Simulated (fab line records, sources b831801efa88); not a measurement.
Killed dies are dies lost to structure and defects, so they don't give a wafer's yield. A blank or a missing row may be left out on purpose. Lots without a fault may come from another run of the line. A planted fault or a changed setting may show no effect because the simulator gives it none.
Chamber matching | flow sky130 | SKY_VIA2_CMP_24 on cmp-01: 4 sister chambers
The step polishes, stops on SiO2, t overpolish 20 s, target thk 0 nm. 16 wafers are shown with their chamber, then 8 later ones without.

WAFERS WITH THEIR CHAMBER
wafer  | chamber | motor_current_A (A) | time_to_endpoint_s (s) | overpolish_run_s (s)
L562.1 | 2       | 10.4                | 98                     | 19.995
L562.5 | 2       | 9.8                 | 100                    | 19.984
L562.6 | 3       | 12.5                | 96                     | 19.994
L563.1 | 0       | 12.2                | 95                     | 20.003
L563.3 | 1       | 12.9                | 107                    | 19.989
L563.5 | 1       | 12.7                | 104                    | 19.997
L565.2 | 1       | 12.7                | 109                    | 19.998
L565.5 | 1       | 12.8                | 107                    | 20.010
L565.6 | 0       | 12.6                | 94                     | 20.017
L566.2 | 1       | 12.4                | 108                    | 20.007
L566.4 | 2       | 10.5                | 103                    | 19.996
L566.6 | 3       | 12.5                | 102                    | 20.007
L573.1 | 1       | 13.1                | 113                    | 19.999
L573.2 | 0       | 12.3                | 100                    | 20.016
L573.3 | 3       | 12.4                | 109                    | 20.005
L576.2 | 0       | 12.5                | 96                     | 20.002

SIGNATURES (means of the wafers above)
reading            | chamber 0 | chamber 1 | chamber 2 | chamber 3 | scatter within a chamber
motor_current_A    | 12.400    | 12.767    | 10.233    | 12.467    | 0.236
time_to_endpoint_s | 96.25     | 108.00    | 100.33    | 102.33    | 3.68
overpolish_run_s   | 20.00950  | 20.00000  | 19.99167  | 20.00200  | 0.00746
Rule: a wafer's distance from a chamber is the root of the sum, over the readings, of the square of ((its reading less the chamber's mean) divided by the reading's scatter). The wafer belongs to the nearest chamber; if the next one is less than 2 further off, it can't be placed. The scatter: the root of (the sum of the squares of (reading less its chamber's mean) over the shown wafers, divided by (wafers less chambers)).

WAFERS WITHOUT THEIR CHAMBER
wafer  | motor_current_A (A) | time_to_endpoint_s (s) | overpolish_run_s (s)
L576.3 | 11.9                | 98                     | 19.990
L576.6 | 12.0                | 98                     | 20.001
L574.1 | 12.0                | 103                    | 20.013
L574.3 | 10.1                | 105                    | 20.001
L574.6 | 10.3                | 100                    | 20.009
L575.1 | 12.9                | 108                    | 20.016
L575.2 | 10.3                | 102                    | 20.000
L575.4 | 11.4                | 102                    | 20.021

WHICH CHAMBER EACH WENT THROUGH
wafer  | from the rows above               | in truth
L576.3 | can't be placed: 3 or 0 or 1      | 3
L576.6 | can't be placed: 0 or 3           | 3
L574.1 | can't be placed: 3 or 0 or 1      | 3
L574.3 | 2                                 | 2
L574.6 | 2                                 | 2
L575.1 | can't be placed: 1 or 3 or 0      | 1
L575.2 | 2                                 | 2
L575.4 | can't be placed: 0 or 3 or 2 or 1 | 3
Placed correctly: 3 of 8. Can't be placed from these rows: 5 (the true chamber is among the candidates in 5). Placed wrongly: 0.
